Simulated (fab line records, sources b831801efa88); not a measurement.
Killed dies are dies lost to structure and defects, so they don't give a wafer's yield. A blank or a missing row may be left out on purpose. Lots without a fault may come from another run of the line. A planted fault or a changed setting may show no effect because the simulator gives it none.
Which tool did it? | flow gf180mcu | 11 lots, 33 wafers sampled, at 4 steps of a route of 602

WHAT THE GAUGES READ, wafer by wafer
GF_M2_CD_MEAS_14: target cd 280 nm.
lot  | measured     | on        | cd_nm (nm)
L703 | day 19 04:46 | cd_sem-01 | 282.2 281.9 282.0
L705 | day 19 18:04 | cd_sem-01 | 280.0 279.4 280.0
L706 | day 20 09:41 | cd_sem-01 | 278.6 278.9 278.5
L707 | day 20 13:29 | cd_sem-02 | 281.2 281.3 280.5
L708 | day 21 04:24 | cd_sem-01 | 295.6 295.5 295.6
L712 | day 22 18:10 | cd_sem-01 | 280.1 280.1 281.8
L714 | day 23 00:49 | cd_sem-02 | 291.9 291.8 292.7
L715 | day 23 15:37 | cd_sem-02 | 276.6 278.1 278.3
L722 | day 26 12:46 | cd_sem-02 | 278.8 278.9 279.2
L723 | day 26 13:31 | cd_sem-01 | 280.8 281.1 280.2
L724 | day 26 17:58 | cd_sem-01 | 278.9 278.3 279.2

WHICH TOOL RAN EACH LOT (tool, then ch and the chambers of the sampled wafers, then the start)
lot  | GF_V1_CMP_04                  | GF_V1_CMP_26                  | GF_M2_EXPOSE_11
L703 | cmp-01 ch 0,2, day 17 04:35   | cmp-02 ch 0,3, day 18 04:35   | krf_scanner-02 ch 0, day 18 17:01
L705 | cmp-02 ch 0,1,3, day 17 15:54 | cmp-01 ch 0,2,3, day 18 16:56 | krf_scanner-02 ch 0, day 19 05:29
L706 | cmp-02 ch 0,3, day 18 06:51   | cmp-01 ch 0,1,3, day 19 08:40 | krf_scanner-02 ch 0, day 19 21:08
L707 | cmp-02 ch 0,1,2, day 18 11:32 | cmp-02 ch 0,1,2, day 19 12:29 | krf_scanner-02 ch 0, day 20 00:53
L708 | cmp-01 ch 1,2,3, day 19 01:41 | cmp-01 ch 1,3, day 20 03:41   | krf_scanner-02 ch 0, day 20 16:22
L712 | cmp-02 ch 1,2,3, day 20 16:14 | cmp-02 ch 0,1,3, day 21 18:19 | krf_scanner-01 ch 0, day 22 06:34
L714 | cmp-01 ch 0,1,2, day 21 00:03 | cmp-01 ch 0,1, day 22 01:35   | krf_scanner-02 ch 0, day 22 14:09
L715 | cmp-01 ch 1,2,3, day 21 15:07 | cmp-02 ch 1,2,3, day 22 16:32 | krf_scanner-01 ch 0, day 23 04:02
L722 | cmp-02 ch 1,2,3, day 24 15:29 | cmp-01 ch 0,1, day 25 15:04   | krf_scanner-01 ch 0, day 26 01:53
L723 | cmp-01 ch 0,1,3, day 24 16:20 | cmp-02 ch 0,2,3, day 25 15:47 | krf_scanner-01 ch 0, day 26 02:22
L724 | cmp-02 ch 1,2,3, day 24 21:29 | cmp-02 ch 0,1,2, day 25 21:07 | krf_scanner-01 ch 0, day 26 07:34
- GF_V1_CMP_04: polishes SiO2.
- GF_V1_CMP_26: polishes, stops on SiO2, t overpolish 15 s, target thk 0 nm.
- GF_M2_EXPOSE_11: exposes mask Metal2, target cd 280 nm.

THE ANSWER, worked out from the rows above alone
Rule: what is usual is taken from the lots themselves. Put in order of their means at a reading, lots are off if they are a third of the lots or fewer, leave a main group of 4 or more, and stand apart from it by a gap of 3 or more times the standard deviation of the main group's means; of several such gaps the widest counts. A main group whose means are all the same, to the digits that the tables above print for the reading, isn't used. A lot without any number at a reading at which 4 lots or more have one is off too. The other lots that the step has rows for count as sound.
Off: L708, L714, at GF_M2_CD_MEAS_14 (cd_nm). The main group: mean 279.8 nm, standard deviation 1.3.
A tool fits if, at a process step before that reading, it ran every lot that is off, and no sound lot after the first of them. The gauges at GF_M2_CD_MEAS_14 are tried like those tools. One fits: krf_scanner-02 at GF_M2_EXPOSE_11. Its last sound lot is L707 (day 20 00:53), its first lot that is off L708 (day 20 16:22): a fault that began between those two fits.

WHAT THE SIMULATOR HAD PUT IN
Process parameter drift: krf_scanner-02, from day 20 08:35 on, at GF_M2_EXPOSE_11. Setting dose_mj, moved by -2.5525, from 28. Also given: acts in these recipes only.
Lots struck among those shown: L708, L714. The rule above found the same.
